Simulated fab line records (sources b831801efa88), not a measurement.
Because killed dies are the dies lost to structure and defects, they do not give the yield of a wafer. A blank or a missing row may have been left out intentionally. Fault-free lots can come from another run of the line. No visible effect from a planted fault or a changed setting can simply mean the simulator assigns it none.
fab line records -- flow sky130
record lots=12, wafers=36, last-day=50
route steps=708 shown DNWELL@43 VT_ADJUST_HVTP@92 VT_ADJUST_LVTN@107 PAD_OPEN@708
lots that met no fault: taken from a fault-free run of the same line
start-h: hours from the record's opening day to when the first of the lot's shown wafers began -- wait-h: hours elapsed since this lot's preceding step -- " identical to the entry in the row above -- L1.1+2: a row that stands for several wafers -- - no value, or no start given -- * or withheld: withheld -- < > ~ a bound
route shown NAME@n: a module of which the file shows steps, and the number in the route of the first -- usual: the fault-free wafers' mean and standard deviation -- same: alike in all rows -- chamber/n: place in a boat -- sites: readings site by site -- _std_site: their standard deviation -- _edge_site: mean of outer sites minus mean of inner sites -- radius-mm: how far each site lies from the wafer's centre -- mask NAME#n: copy n -- behind: the last tool/chamber to shape the wafer -- hold: cause of the lot's hold/its duration in hours/its outcome -- device: transistor that didn't switch, given as n, p or np -- end of line: the tests these same wafers got at the end of their route -- where a step has no rows: the recipe by itself -- killed: dies that structure and defects cost at the first sort, which is not the same as the wafer's yield -- map: dies across one wafer; x = killed, . = not, _ = none there
set.NAME: the setting that was run; set.NAME@STEP: the one run at that earlier step -- model.NAME: the simulator's own value behind a step, which no gauge read
route steps across a sampled set of lots; one table per step, one row per wafer
services: from which hour (start-h, from the record's first day; less than 0 if before it) a tool's chamber was out of use, for how many hours, and why
## steps
# step SKY_DNWELL_STRIP_08
# recipe chemistry=O2/N2, power-w=1400, pressure-mtorr=1500, platen-temp-c=withheld, o2-flow-sccm=3000, n2-flow-sccm=300, overash-fraction=0.5
# usual chamber-pressure-mTorr=1500.0/1.5, drypump-motor-current-A=6.1/0.34, oes-product-au=0.723/0.005, strip-time-to-endpoint-s=36.94/0.095
lot.wafer,tool,chamber,start-h,wait-h,chamber-pressure-mTorr,drypump-motor-current-A,oes-product-au,rf-hours-counter-h,strip-time-to-endpoint-s
L108.1,plasma-asher-01,0,55.76,0.1,1500.8,6.2,0.722,39,36.90
L108.3,plasma-asher-01,1,55.76,0.1,1499.6,6.7,0.726,-,36.87
L108.5,plasma-asher-01,0,55.76,0.1,1500.2,6.2,0.720,-,36.93
L110.1,plasma-asher-01,1,61.66,0.1,1500.0,6.7,0.721,39,37.06
L110.4,plasma-asher-01,0,61.66,0.1,1502.6,6.1,0.719,-,36.98
L110.6,plasma-asher-01,1,61.66,0.1,1497.9,6.7,0.729,-,36.96
L111.1,plasma-asher-03,0,73.91,0.1,1498.7,5.8,0.731,38,36.84
L111.2,plasma-asher-03,1,73.91,0.1,1500.5,5.7,0.716,38,36.91
L111.5,plasma-asher-03,0,73.91,0.1,1497.7,5.8,0.719,-,36.81
L113.1,plasma-asher-02,0,80.60,0.1,1499.4,5.8,0.721,38,36.87
L113.4,plasma-asher-02,0,80.60,0.1,1502.5,5.8,0.727,-,36.83
L113.5,plasma-asher-02,0,80.60,0.1,1499.7,5.8,0.718,-,36.98
L115.2,plasma-asher-02,0,90.75,0.1,1497.0,5.8,0.726,39,36.76
L115.4,plasma-asher-02,0,90.75,0.1,1496.9,5.8,0.724,-,36.82
L115.6,plasma-asher-02,0,90.75,0.1,1498.0,5.8,0.727,-,36.93
L117.1,plasma-asher-01,0,101.25,0.1,1502.5,6.1,0.723,43,36.78
L117.2,plasma-asher-01,1,101.25,0.1,1499.2,6.7,0.723,43,36.82
L117.5,plasma-asher-01,1,101.25,0.1,1499.6,6.7,0.714,-,36.92
L121.1,plasma-asher-01,0,123.30,0.1,1500.1,6.1,0.723,46,36.71
L121.3,plasma-asher-01,1,123.30,0.1,1500.2,6.7,0.724,-,36.75
L121.5,plasma-asher-01,1,123.30,0.1,1497.9,6.7,0.719,-,36.79
L124.1,plasma-asher-01,0,144.70,0.1,1499.1,6.1,0.719,48,37.07
L124.3,plasma-asher-01,0,144.70,0.1,1500.7,6.1,0.721,-,37.03
L124.6,plasma-asher-01,1,144.70,0.1,1500.8,6.7,0.719,-,36.95
L125.2,plasma-asher-02,0,145.91,0.1,1504.0,5.8,0.726,45,36.99
L125.3,plasma-asher-02,0,145.91,0.1,1497.5,5.8,0.731,-,36.90
L125.6,plasma-asher-02,0,145.91,0.1,1499.2,5.8,0.724,-,36.90
L127.1,plasma-asher-02,0,156.25,0.1,1501.1,5.8,0.713,46,36.80
L127.3,plasma-asher-02,1,156.25,0.1,1500.5,6.1,0.719,-,36.95
L127.4,plasma-asher-02,0,156.25,0.1,1500.5,5.8,0.734,-,37.03
L130.2,plasma-asher-01,1,169.70,0.1,1498.0,6.7,0.729,50,36.97
L130.3,plasma-asher-01,1,169.70,0.1,1501.2,6.7,0.717,-,37.14
L130.5,plasma-asher-01,0,169.70,0.1,1500.6,6.1,0.725,-,37.10
L131.1,plasma-asher-01,1,176.61,0.1,1499.7,6.7,0.721,51,37.09
L131.2,plasma-asher-01,0,176.61,0.1,1501.0,6.1,0.721,51,37.01
L131.3,plasma-asher-01,1,176.61,0.1,1501.7,6.7,0.721,-,36.97
# step SKY_VT_ADJUST_HVTP_CD_MEAS_07
# recipe target-cd-nm=380
# usual cd-nm=380.0/2.5
lot.wafer,tool,chamber,start-h,wait-h,cd-nm
L108.1,cd-sem-02,-,127.45,0.1,381.3
L108.3,cd-sem-02,-,127.45,0.1,381.6
L108.5,cd-sem-02,-,127.45,0.1,382.2
L110.1,cd-sem-02,-,135.31,0.1,378.7
L110.4,cd-sem-02,-,135.31,0.1,378.3
L110.6,cd-sem-02,-,135.31,0.1,379.0
L111.1,cd-sem-02,-,148.76,0.1,380.5
L111.2,cd-sem-02,-,148.76,0.1,380.6
L111.5,cd-sem-02,-,148.76,0.1,379.5
L113.1,cd-sem-01,-,156.76,0.1,375.8
L113.4,cd-sem-01,-,156.76,0.1,374.8
L113.5,cd-sem-01,-,156.76,0.1,376.5
L115.2,cd-sem-02,-,167.78,0.1,377.4
L115.4,cd-sem-02,-,167.78,0.1,377.8
L115.6,cd-sem-02,-,167.78,0.1,375.0
L117.1,cd-sem-01,-,179.86,0.1,380.7
L117.2,cd-sem-01,-,179.86,0.1,383.0
L117.5,cd-sem-01,-,179.86,0.1,382.0
L121.1,cd-sem-01,-,205.26,0.1,375.9
L121.3,cd-sem-01,-,205.26,0.1,376.2
L121.5,cd-sem-01,-,205.26,0.1,378.1
L124.1,cd-sem-01,-,231.86,0.1,383.1
L124.3,cd-sem-01,-,231.86,0.1,382.5
L124.6,cd-sem-01,-,231.86,0.1,383.8
L125.2,cd-sem-01,-,233.57,0.1,381.4
L125.3,cd-sem-01,-,233.57,0.1,378.7
L125.6,cd-sem-01,-,233.57,0.1,379.6
L127.1,cd-sem-02,-,245.16,0.1,379.5
L127.3,cd-sem-02,-,245.16,0.1,383.2
L127.4,cd-sem-02,-,245.16,0.1,383.6
L130.2,cd-sem-01,-,262.48,0.1,381.7
L130.3,cd-sem-01,-,262.48,0.1,379.9
L130.5,cd-sem-01,-,262.48,0.1,380.3
L131.1,cd-sem-02,-,269.66,0.1,378.9
L131.2,cd-sem-02,-,269.66,0.1,381.3
L131.3,cd-sem-02,-,269.66,0.1,379.5
# step SKY_VT_ADJUST_HVTP_IMPLANT_09
# recipe species=As, energy-kev=150, dose-cm2=4.3e+12, tilt-deg=withheld
# usual beam-on-s=9.97/0.2, dose-ions-cm2=4.3e+12/4.5e+09, faraday-current-uA=24.3/0.48
lot.wafer,tool,chamber,start-h,wait-h,beam-on-s,dose-ions-cm2,faraday-current-uA
L108.1,implanter-02,0,127.75,0.2,9.99,4.299e+12,24.2
L108.3,implanter-02,0,127.75,0.2,9.95,4.294e+12,24.4
L108.5,implanter-02,0,127.75,0.2,9.86,4.301e+12,24.5
L110.1,implanter-04,0,135.46,0.0,9.91,4.296e+12,24.5
L110.4,implanter-04,0,135.46,0.0,10.15,4.301e+12,23.9
L110.6,implanter-04,0,135.46,0.0,9.70,4.298e+12,25.0
L111.1,implanter-04,0,148.92,0.0,10.03,4.296e+12,24.1
L111.2,implanter-04,0,148.92,0.0,9.99,4.307e+12,24.3
L111.5,implanter-04,0,148.92,0.0,10.02,4.302e+12,24.2
L113.1,implanter-02,0,156.92,0.0,9.96,4.297e+12,24.4
L113.4,implanter-02,0,156.92,0.0,9.68,4.304e+12,25.1
L113.5,implanter-02,0,156.92,0.0,9.96,4.296e+12,24.2
L115.2,implanter-02,0,167.94,0.0,9.98,4.32e+11,2.4
L115.4,implanter-02,0,167.94,0.0,9.93,4.27e+11,2.5
L115.6,implanter-02,0,167.94,0.0,10.19,4.32e+11,2.4
L117.1,implanter-04,0,180.02,0.0,10.34,4.306e+12,23.3
L117.2,implanter-04,0,180.02,0.0,10.29,4.302e+12,23.4
L117.5,implanter-04,0,180.02,0.0,9.69,4.301e+12,24.9
L121.1,implanter-02,0,205.42,0.0,9.65,4.26e+11,2.5
L121.3,implanter-02,0,205.42,0.0,10.17,4.21e+11,2.4
L121.5,implanter-02,0,205.42,0.0,9.47,4.19e+11,2.5
L124.1,implanter-01,0,232.01,0.0,10.09,4.294e+12,24.0
L124.3,implanter-01,0,232.01,0.0,10.08,4.302e+12,24.0
L124.6,implanter-01,0,232.01,0.0,9.62,4.307e+12,25.1
L125.2,implanter-01,0,233.73,0.0,9.65,4.3e+12,25.0
L125.3,implanter-01,0,233.73,0.0,9.99,4.302e+12,24.3
L125.6,implanter-01,0,233.73,0.0,10.23,4.299e+12,23.8
L127.1,implanter-01,0,245.32,0.0,9.82,4.298e+12,24.7
L127.3,implanter-01,0,245.32,0.0,10.08,4.291e+12,24.1
L127.4,implanter-01,0,245.32,0.0,9.96,4.308e+12,24.3
L130.2,implanter-02,0,262.65,0.0,10.27,4.299e+12,23.7
L130.3,implanter-02,0,262.65,0.0,9.87,4.305e+12,24.4
L130.5,implanter-02,0,262.65,0.0,9.92,4.299e+12,24.5
L131.1,implanter-02,0,269.82,0.0,9.73,4.304e+12,24.9
L131.2,implanter-02,0,269.82,0.0,9.69,4.296e+12,24.9
L131.3,implanter-02,0,269.82,0.0,9.46,4.302e+12,25.6
# step SKY_VT_ADJUST_HVTP_TW_MEAS_11
# usual VT_ADJUST_HVTP_TW=1357/13
lot.wafer,tool,chamber,start-h,wait-h,VT_ADJUST_HVTP_TW
L108.1,film-metro-04,-,128.00,0.1,1371
L108.3,film-metro-04,-,128.00,0.1,1362
L108.5,film-metro-04,-,128.00,0.1,1373
L110.1,film-metro-04,-,135.71,0.1,1368
L110.4,film-metro-04,-,135.71,0.1,1366
L110.6,film-metro-04,-,135.71,0.1,1371
L111.1,film-metro-03,-,149.17,0.1,1344
L111.2,film-metro-03,-,149.17,0.1,1364
L111.5,film-metro-03,-,149.17,0.1,1356
L113.1,film-metro-01,-,157.17,0.1,1344
L113.4,film-metro-01,-,157.17,0.1,1337
L113.5,film-metro-01,-,157.17,0.1,1344
L115.2,film-metro-04,-,168.18,0.1,648
L115.4,film-metro-04,-,168.18,0.1,652
L115.6,film-metro-04,-,168.18,0.1,657
L117.1,film-metro-01,-,180.27,0.1,1352
L117.2,film-metro-01,-,180.27,0.1,1346
L117.5,film-metro-01,-,180.27,0.1,1340
L121.1,film-metro-04,-,205.67,0.1,652
L121.3,film-metro-04,-,205.67,0.1,648
L121.5,film-metro-04,-,205.67,0.1,651
L124.1,film-metro-03,-,232.26,0.1,1357
L124.3,film-metro-03,-,232.26,0.1,1353
L124.6,film-metro-03,-,232.26,0.1,1361
L125.2,film-metro-04,-,233.97,0.1,1372
L125.3,film-metro-04,-,233.97,0.1,1377
L125.6,film-metro-04,-,233.97,0.1,1369
L127.1,film-metro-03,-,245.57,0.1,1362
L127.3,film-metro-03,-,245.57,0.1,1358
L127.4,film-metro-03,-,245.57,0.1,1360
L130.2,film-metro-04,-,262.88,0.1,1370
L130.3,film-metro-04,-,262.88,0.1,1367
L130.5,film-metro-04,-,262.88,0.1,1371
L131.1,film-metro-01,-,270.07,0.1,1350
L131.2,film-metro-01,-,270.07,0.1,1344
L131.3,film-metro-01,-,270.07,0.1,1344
# step SKY_VT_ADJUST_LVTN_TW_MEAS_10
# usual VT_ADJUST_LVTN_TW=240.2/1.5
lot.wafer,tool,chamber,start-h,wait-h,VT_ADJUST_LVTN_TW
L108.1,film-metro-01,-,147.88,0.1,240.2
L108.3,film-metro-01,-,147.88,0.1,239.0
L108.5,film-metro-01,-,147.88,0.1,239.0
L110.1,film-metro-01,-,156.05,0.1,239.5
L110.4,film-metro-01,-,156.05,0.1,237.9
L110.6,film-metro-01,-,156.05,0.1,238.5
L111.1,film-metro-03,-,169.19,0.1,243.1
L111.2,film-metro-03,-,169.19,0.1,242.8
L111.5,film-metro-03,-,169.19,0.1,242.5
L113.1,film-metro-02,-,178.03,0.1,240.0
L113.4,film-metro-02,-,178.03,0.1,239.9
L113.5,film-metro-02,-,178.03,0.1,239.0
L115.2,film-metro-01,-,189.05,0.1,240.0
L115.4,film-metro-01,-,189.05,0.1,239.6
L115.6,film-metro-01,-,189.05,0.1,238.3
L117.1,film-metro-02,-,202.20,0.1,239.8
L117.2,film-metro-02,-,202.20,0.1,239.7
L117.5,film-metro-02,-,202.20,0.1,239.8
L121.1,film-metro-02,-,229.13,0.1,240.3
L121.3,film-metro-02,-,229.13,0.1,239.3
L121.5,film-metro-02,-,229.13,0.1,240.4
L124.1,film-metro-02,-,256.28,0.1,240.2
L124.3,film-metro-02,-,256.28,0.1,238.9
L124.6,film-metro-02,-,256.28,0.1,238.6
L125.2,film-metro-03,-,258.39,0.1,243.3
L125.3,film-metro-03,-,258.39,0.1,242.1
L125.6,film-metro-03,-,258.39,0.1,241.6
L127.1,film-metro-01,-,269.83,0.1,238.7
L127.3,film-metro-01,-,269.83,0.1,239.9
L127.4,film-metro-01,-,269.83,0.1,240.2
L130.2,film-metro-01,-,287.14,0.1,238.1
L130.3,film-metro-01,-,287.14,0.1,239.7
L130.5,film-metro-01,-,287.14,0.1,239.6
L131.1,film-metro-02,-,294.24,0.1,238.4
L131.2,film-metro-02,-,294.24,0.1,237.8
L131.3,film-metro-02,-,294.24,0.1,239.3
# step SKY_PAD_OPEN_PROBE_99
# usual killed_at_M0_to_M3=43/6.8, killed_at_M4_up=3.2/1.7, killed-at-contacts=24/5.7, killed-at-front-end=16/4.3, killed-at-other=0.3/0.56, killed-dies=86/9.5, killed-open=47/6.9, killed-short=39/5.8
# same gross-dies=492, killed-at-back-side=0
lot.wafer,tool,chamber,start-h,wait-h,killed_at_M0_to_M3,killed_at_M4_up,killed-at-contacts,killed-at-front-end,killed-at-other,killed-dies,killed-open,killed-short
L108.1,prober-02,-,1078.41,0.1,49,3,22,17,0,91,54,37
L108.3,prober-02,-,1078.51,0.2,34,3,29,23,0,89,47,42
L108.5,prober-02,-,1078.61,0.2,41,5,34,20,0,100,65,35
L110.1,prober-02,-,1090.17,0.1,54,2,26,15,0,97,53,44
L110.4,prober-02,-,1090.32,0.2,48,3,17,11,0,79,40,39
L110.6,prober-02,-,1090.42,0.2,44,5,22,10,0,81,45,36
L111.1,prober-02,-,1102.54,0.1,39,2,18,13,0,72,40,32
L111.2,prober-02,-,1102.59,0.1,37,3,21,22,0,83,46,37
L111.5,prober-02,-,1102.74,0.2,42,3,28,18,0,91,51,39
L113.1,prober-02,-,1111.73,0.1,46,6,27,10,0,89,50,39
L113.4,prober-02,-,1111.88,0.2,44,3,23,16,0,86,48,38
L113.5,prober-02,-,1111.93,0.2,44,6,17,14,0,81,43,38
L115.2,prober-01,-,1117.36,0.1,40,4,26,14,0,84,50,31
L115.4,prober-01,-,1117.46,0.2,34,5,32,17,0,88,52,36
L115.6,prober-01,-,1117.56,0.2,43,2,27,21,0,93,44,48
L117.1,prober-01,-,1129.67,0.1,46,2,28,20,2,98,54,43
L117.2,prober-01,-,1129.72,0.1,55,6,15,9,1,86,46,40
L117.5,prober-01,-,1129.87,0.2,40,2,20,9,0,71,34,37
L121.1,prober-01,-,1157.36,0.1,46,1,31,19,0,97,45,52
L121.3,prober-01,-,1157.46,0.2,40,1,22,24,0,87,47,40
L121.5,prober-01,-,1157.56,0.2,47,2,16,18,0,83,47,36
L124.1,prober-02,-,1171.82,0.1,48,1,18,16,0,83,43,40
L124.3,prober-02,-,1171.92,0.2,43,1,29,25,0,98,62,35
L124.6,prober-02,-,1172.07,0.2,50,5,19,16,1,91,47,44
L125.2,prober-01,-,1176.51,0.1,49,1,19,17,0,86,39,47
L125.3,prober-01,-,1176.56,0.2,54,2,20,22,0,98,55,40
L125.6,prober-01,-,1176.71,0.2,42,3,20,14,0,79,47,32
L127.1,prober-02,-,1182.62,0.1,45,3,18,10,1,77,46,30
L127.3,prober-02,-,1182.72,0.2,44,6,21,14,1,86,46,39
L127.4,prober-02,-,1182.77,0.2,37,2,19,13,0,71,37,33
L130.2,prober-01,-,1194.91,0.1,30,2,20,18,1,71,42,29
L130.3,prober-01,-,1194.96,0.2,43,1,32,24,1,101,58,41
L130.5,prober-01,-,1195.06,0.2,41,5,26,15,2,89,38,49
L131.1,prober-01,-,1198.59,0.1,38,6,16,13,1,74,40,34
L131.2,prober-01,-,1198.64,0.1,49,2,23,20,0,94,61,33
L131.3,prober-01,-,1198.69,0.2,45,1,21,15,0,82,43,38
# killed by level:class
L108.1 VIA1:geometric-particle:open=17 VIA3:geometric-particle:open=11 CONTACT:geometric-particle:open=8 FIELD_ISO:geometric-particle:short=6 VIA2:geometric-particle:open=6 LOCAL_INTERCONNECT:geometric-particle:short=5 POLY_GATE:geometric-particle:short=4 CONTACT:geometric-particle:short=4
L108.3 VIA3:geometric-particle:open=8 CONTACT:geometric-particle:open=7 FIELD_ISO:geometric-particle:open=7 LOCAL_INTERCONNECT:geometric-particle:short=7 CONTACT:geometric-particle:short=7 VIA1:geometric-particle:open=6 FIELD_ISO:geometric-particle:short=5 POLY_GATE:geometric-particle:open=5
L108.5 VIA1:geometric-particle:open=17 LI_CONTACT:geometric-particle:open=11 CONTACT:geometric-particle:open=10 FIELD_ISO:geometric-particle:open=7 LOCAL_INTERCONNECT:geometric-particle:short=6 VIA2:geometric-particle:open=6 CONTACT:geometric-particle:short=5 VIA3:geometric-particle:open=5
L110.1 VIA1:geometric-particle:open=12 LI_CONTACT:geometric-particle:open=11 VIA2:geometric-particle:open=9 CONTACT:geometric-particle:short=6 METAL1:geometric-particle:short=6 VIA1:geometric-particle:short=6 METAL2:geometric-particle:short=6 POLY_GATE:geometric-particle:open=5
L110.4 METAL2:geometric-particle:short=7 LI_CONTACT:geometric-particle:open=6 CONTACT:geometric-particle:open=6 VIA1:geometric-particle:open=6 METAL1:geometric-particle:short=5 VIA3:geometric-particle:short=5 VIA2:geometric-particle:open=5 METAL3:geometric-particle:short=5
L110.6 VIA1:geometric-particle:open=11 VIA3:geometric-particle:open=8 LI_CONTACT:geometric-particle:short=6 LI_CONTACT:geometric-particle:open=6 FIELD_ISO:geometric-particle:short=5 CONTACT:geometric-particle:open=5 VIA2:geometric-particle:open=5 CONTACT:geometric-particle:short=4
L111.1 CONTACT:geometric-particle:open=10 VIA1:geometric-particle:open=7 FIELD_ISO:geometric-particle:short=5 METAL1:geometric-particle:short=5 VIA1:geometric-particle:short=5 VIA2:geometric-particle:open=5 LI_CONTACT:geometric-particle:open=4 VIA2:geometric-particle:short=4
L111.2 VIA1:geometric-particle:open=7 FIELD_ISO:geometric-particle:open=6 LI_CONTACT:geometric-particle:open=6 CONTACT:geometric-particle:open=6 VIA3:geometric-particle:open=6 POLY_GATE:geometric-particle:open=5 METAL1:geometric-particle:short=5 POLY_GATE:geometric-particle:short=4
L111.5 CONTACT:geometric-particle:open=11 LI_CONTACT:geometric-particle:open=10 VIA1:geometric-particle:open=10 VIA2:geometric-particle:open=7 FIELD_ISO:geometric-particle:short=5 METAL2:geometric-particle:short=5 CONTACT:geometric-particle:short=4 METAL1:geometric-particle:short=4
L113.1 CONTACT:geometric-particle:open=13 VIA1:geometric-particle:open=12 VIA2:geometric-particle:open=8 LI_CONTACT:geometric-particle:open=7 FIELD_ISO:geometric-particle:short=6 METAL1:geometric-particle:short=5 METAL2:geometric-particle:short=5 LOCAL_INTERCONNECT:geometric-particle:short=4
L113.4 VIA1:geometric-particle:open=12 VIA3:geometric-particle:open=12 CONTACT:geometric-particle:open=9 LOCAL_INTERCONNECT:geometric-particle:short=6 METAL1:geometric-particle:short=6 FIELD_ISO:geometric-particle:short=4 POLY_GATE:geometric-particle:short=4 METAL2:geometric-particle:short=4
L113.5 VIA3:geometric-particle:open=9 METAL1:geometric-particle:short=9 VIA1:geometric-particle:open=8 CONTACT:geometric-particle:open=5 VIA1:geometric-particle:short=5 FIELD_ISO:geometric-particle:open=4 LI_CONTACT:geometric-particle:short=4 LI_CONTACT:geometric-particle:open=4
L115.2 LI_CONTACT:geometric-particle:open=11 VIA1:geometric-particle:open=11 CONTACT:geometric-particle:open=7 VIA3:geometric-particle:open=6 POLY_GATE:geometric-particle:short=5 METAL1:geometric-particle:short=5 VIA2:geometric-particle:open=5 METAL4:geometric-particle:short=4
L115.4 CONTACT:geometric-particle:open=17 VIA1:geometric-particle:open=10 FIELD_ISO:geometric-particle:open=6 VIA3:geometric-particle:open=6 LOCAL_INTERCONNECT:geometric-particle:short=5 FIELD_ISO:geometric-particle:short=4 POLY_GATE:geometric-particle:short=4 LI_CONTACT:geometric-particle:open=4
L115.6 LI_CONTACT:geometric-particle:open=10 VIA1:geometric-particle:open=9 METAL1:geometric-particle:short=7 CONTACT:geometric-particle:short=7 LOCAL_INTERCONNECT:geometric-particle:short=5 VIA3:geometric-particle:open=5 FIELD_ISO:geometric-particle:short=4 FIELD_ISO:geometric-particle:open=4
L117.1 VIA1:geometric-particle:open=13 LI_CONTACT:geometric-particle:open=9 CONTACT:geometric-particle:open=8 METAL2:geometric-particle:short=8 VIA2:geometric-particle:open=8 FIELD_ISO:geometric-particle:open=6 FIELD_ISO:geometric-particle:short=5 LOCAL_INTERCONNECT:geometric-particle:short=4
L117.2 VIA1:geometric-particle:open=14 METAL2:geometric-particle:short=9 VIA3:geometric-particle:open=6 LI_CONTACT:geometric-particle:open=5 METAL1:geometric-particle:short=5 CONTACT:geometric-particle:open=4 VIA1:geometric-particle:short=4 VIA2:geometric-particle:open=4
L117.5 VIA1:geometric-particle:short=11 CONTACT:geometric-particle:open=8 VIA1:geometric-particle:open=7 LI_CONTACT:geometric-particle:open=4 VIA2:geometric-particle:open=4 CONTACT:geometric-particle:short=4 METAL1:geometric-particle:short=4 METAL2:geometric-particle:short=4
L121.1 LI_CONTACT:geometric-particle:open=14 VIA1:geometric-particle:open=11 POLY_GATE:geometric-particle:short=8 LOCAL_INTERCONNECT:geometric-particle:short=7 METAL1:geometric-particle:short=7 VIA2:geometric-particle:short=6 CONTACT:geometric-particle:open=5 VIA1:geometric-particle:short=5
L121.3 CONTACT:geometric-particle:open=10 FIELD_ISO:geometric-particle:open=9 FIELD_ISO:geometric-particle:short=9 VIA1:geometric-particle:short=7 VIA3:geometric-particle:open=7 VIA1:geometric-particle:open=6 CONTACT:geometric-particle:short=5 METAL2:geometric-particle:short=5
L121.5 VIA1:geometric-particle:open=10 VIA2:geometric-particle:open=7 VIA3:geometric-particle:open=5 LI_CONTACT:geometric-particle:open=5 VIA1:geometric-particle:short=5 METAL3:geometric-particle:short=5 FIELD_ISO:geometric-particle:short=4 POLY_GATE:geometric-particle:open=4
L124.1 VIA1:geometric-particle:open=10 VIA3:geometric-particle:open=10 CONTACT:geometric-particle:open=7 FIELD_ISO:geometric-particle:short=6 METAL2:geometric-particle:short=5 METAL3:geometric-particle:short=4 POLY_GATE:geometric-particle:short=4 METAL1:geometric-particle:short=4
L124.3 VIA1:geometric-particle:open=17 LI_CONTACT:geometric-particle:open=10 VIA2:geometric-particle:open=9 POLY_GATE:geometric-particle:short=6 CONTACT:geometric-particle:short=5 CONTACT:geometric-particle:open=5 FIELD_ISO:geometric-particle:open=4 POLY_GATE:geometric-particle:open=4
L124.6 VIA1:geometric-particle:open=11 VIA3:geometric-particle:open=9 CONTACT:geometric-particle:open=7 VIA1:geometric-particle:short=6 CONTACT:geometric-particle:short=6 LI_CONTACT:geometric-particle:open=5 METAL2:geometric-particle:short=5 VIA3:geometric-particle:short=5
L125.2 VIA1:geometric-particle:short=11 METAL1:geometric-particle:short=7 VIA2:geometric-particle:open=6 VIA3:geometric-particle:open=6 FIELD_ISO:geometric-particle:open=5 POLY_GATE:geometric-particle:open=5 LI_CONTACT:geometric-particle:open=5 LOCAL_INTERCONNECT:geometric-particle:short=5
L125.3 VIA1:geometric-particle:open=14 LI_CONTACT:geometric-particle:open=8 VIA3:geometric-particle:open=8 VIA2:geometric-particle:open=8 POLY_GATE:geometric-particle:short=6 CONTACT:geometric-particle:open=5 VIA3:geometric-particle:short=5 FIELD_ISO:geometric-particle:short=4
L125.6 VIA3:geometric-particle:open=9 VIA1:geometric-particle:short=9 VIA1:geometric-particle:open=9 LI_CONTACT:geometric-particle:open=8 CONTACT:geometric-particle:open=6 FIELD_ISO:geometric-particle:short=5 POLY_GATE:geometric-particle:open=5 VIA3:geometric-particle:short=4
L127.1 VIA3:geometric-particle:open=13 VIA1:geometric-particle:open=10 LI_CONTACT:geometric-particle:open=6 VIA2:geometric-particle:short=6 CONTACT:geometric-particle:short=5 CONTACT:geometric-particle:open=5 VIA1:geometric-particle:short=4 METAL1:geometric-particle:open=3
L127.3 CONTACT:geometric-particle:open=12 METAL1:geometric-particle:short=8 VIA1:geometric-particle:open=7 VIA3:geometric-particle:open=7 VIA1:geometric-particle:short=6 VIA2:geometric-particle:open=6 FIELD_ISO:geometric-particle:short=4 POLY_GATE:geometric-particle:short=4
L127.4 VIA3:geometric-particle:open=8 VIA2:geometric-particle:open=7 VIA3:geometric-particle:short=6 POLY_GATE:geometric-particle:open=5 CONTACT:geometric-particle:open=5 LI_CONTACT:geometric-particle:open=4 CONTACT:geometric-particle:short=4 LI_CONTACT:geometric-particle:short=3
L130.2 LI_CONTACT:geometric-particle:open=11 FIELD_ISO:geometric-particle:open=9 VIA2:geometric-particle:open=5 VIA1:geometric-particle:open=5 METAL3:geometric-particle:short=4 VIA1:geometric-particle:short=4 METAL2:geometric-particle:short=4 CONTACT:geometric-particle:short=4
L130.3 CONTACT:geometric-particle:open=14 VIA1:geometric-particle:open=14 LI_CONTACT:geometric-particle:open=8 FIELD_ISO:geometric-particle:short=7 CONTACT:geometric-particle:short=7 VIA2:geometric-particle:open=7 FIELD_ISO:geometric-particle:open=6 VIA1:geometric-particle:short=6
L130.5 CONTACT:geometric-particle:open=9 VIA1:geometric-particle:open=9 METAL1:geometric-particle:short=8 VIA3:geometric-particle:open=6 METAL2:geometric-particle:short=6 CONTACT:geometric-particle:short=6 LI_CONTACT:geometric-particle:open=5 LOCAL_INTERCONNECT:geometric-particle:short=4
L131.1 VIA1:geometric-particle:open=9 LI_CONTACT:geometric-particle:open=7 VIA2:geometric-particle:open=7 METAL4:geometric-particle:short=5 CONTACT:geometric-particle:open=4 VIA3:geometric-particle:open=4 POLY_CUT:geometric-particle:short=3 POLY_GATE:geometric-particle:open=3
L131.2 CONTACT:geometric-particle:open=11 VIA2:geometric-particle:open=10 VIA1:geometric-particle:open=9 POLY_GATE:geometric-particle:open=7 VIA3:geometric-particle:open=6 LI_CONTACT:geometric-particle:open=5 VIA1:geometric-particle:short=5 METAL2:geometric-particle:short=5
L131.3 VIA1:geometric-particle:open=14 VIA3:geometric-particle:open=9 FIELD_ISO:geometric-particle:short=8 CONTACT:geometric-particle:open=6 VIA2:geometric-particle:short=5 LOCAL_INTERCONNECT:geometric-particle:short=4 METAL1:geometric-particle:short=4 LI_CONTACT:geometric-particle:open=4
## services
tool,chamber,start-h,hours,kind
implanter-04,-,32.33,2.6,repair
plasma-asher-02,-,67.69,6.8,repair
implanter-04,-,98.38,3.7,pm
plasma-asher-03,-,108.75,9.0,pm
plasma-asher-03,0,108.75,9.0,vent-cycle
plasma-asher-03,1,108.75,9.0,vent-cycle
implanter-02,-,117.65,0.6,repair
plasma-asher-03,0,117.75,-,clean
plasma-asher-03,1,117.75,-,clean
implanter-01,-,124.26,15.0,pm
implanter-04,-,126.37,2.7,repair
implanter-01,-,140.13,3.4,pm
implanter-02,-,142.38,2.9,pm
implanter-01,-,146.04,2.0,repair
implanter-01,-,147.35,4.6,repair
implanter-02,-,185.03,16.6,repair
implanter-04,-,190.16,2.9,repair
implanter-04,-,206.95,2.9,pm
implanter-02,-,210.94,35.5,pm
plasma-asher-03,-,220.70,3.4,repair
implanter-04,-,243.28,0.5,repair
implanter-01,-,268.01,5.8,repair
## key
first-sign step=SKY_VT_ADJUST_HVTP_IMPLANT_09, reading=dose-ions-cm2, direction=down, sigmas=99+, usual=*, struck=*
effect step=SKY_VT_ADJUST_HVTP_IMPLANT_09, reading=faraday-current-uA, direction=down, sigmas=46, usual=24.3, struck=2.5
effect step=SKY_VT_ADJUST_HVTP_TW_MEAS_11, reading=VT_ADJUST_HVTP_TW, direction=down, sigmas=54, usual=1357, struck=651
met-at SKY_VT_ADJUST_HVTP_IMPLANT_09
struck-lots L115,L121
tester-left-out L115,L121
not-acting-at SKY_DNWELL_STRIP_08,SKY_VT_ADJUST_HVTP_CD_MEAS_07,SKY_VT_ADJUST_LVTN_TW_MEAS_10
onset-between 156.92 167.94
fault kind=process-parameter-drift, tool=implanter-02, chamber=-, onset-h=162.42, steps=SKY_VT_ADJUST_HVTP_IMPLANT_09, channel=dose-cm2, offset=*, shape=step, end-h=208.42, acts-in=*, stated=*
# tester-left-out: of these lots the tester's yield and bins aren't shown, on N5 and GAA mostly nor the transistor test; their killed dies are dies lost to structure and defects alone, not to doping, threshold or leakage, so they don't give the yield
